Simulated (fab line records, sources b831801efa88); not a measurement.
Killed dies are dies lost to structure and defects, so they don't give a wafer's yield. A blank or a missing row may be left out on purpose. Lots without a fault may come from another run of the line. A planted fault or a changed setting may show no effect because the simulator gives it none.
Chamber matching | flow gf180mcu | GF_V4_CMP_04 on cmp-01: 4 sister chambers
The step polishes SiO2. 8 wafers are shown with their chamber, then 11 later ones without.

WAFERS WITH THEIR CHAMBER
wafer  | chamber | motor_current_A (A) | time_to_endpoint_s (s)
L087.1 | 2       | 11.8                | 74
L087.5 | 2       | 12.1                | 75
L089.1 | 1       | 12.3                | 92
L089.2 | 0       | 13.2                | 87
L089.6 | 1       | 12.5                | 96
L090.3 | 0       | 13.3                | 85
L090.6 | 3       | 12.8                | 92
L091.1 | 3       | 12.7                | 86

WAFERS WITHOUT THEIR CHAMBER
wafer  | motor_current_A (A) | time_to_endpoint_s (s)
L091.2 | 11.5                | 89
L091.5 | 13.5                | 93
L094.1 | 12.8                | 86
L094.2 | 12.7                | 82
L094.5 | 13.9                | 87
L095.1 | 12.3                | 94
L095.3 | 13.0                | 93
L095.6 | 12.9                | 100
L096.1 | 13.0                | 74
L096.2 | 11.9                | 83
L096.5 | 12.7                | 83

WHICH CHAMBER EACH WENT THROUGH
wafer  | from the rows above          | in truth
L091.2 | can't be placed: 2 or 1      | 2
L091.5 | 0                            | 0
L094.1 | 3                            | 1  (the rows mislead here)
L094.2 | can't be placed: 3 or 0      | 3
L094.5 | 0                            | 0
L095.1 | 1                            | 1
L095.3 | can't be placed: 3 or 0      | 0
L095.6 | can't be placed: 3 or 1 or 0 | 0
L096.1 | can't be placed: 0 or 3      | 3
L096.2 | 2                            | 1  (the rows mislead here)
L096.5 | can't be placed: 3 or 0      | 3
Placed correctly: 3 of 11. Can't be placed from these rows: 6 (the true chamber is among the candidates in 6). Placed wrongly: 2.
How it was worked out, from the rows above alone: a wafer's distance from a chamber is the root of the sum, over the readings, of the square of ((its reading less the chamber's mean) divided by the reading's scatter). The wafer belongs to the nearest chamber; if the next one is less than 2 further off, it can't be placed. A chamber's mean is the mean of its shown wafers. The scatter: the root of (the sum of the squares of (reading less its chamber's mean) over the shown wafers, divided by (wafers less chambers)).
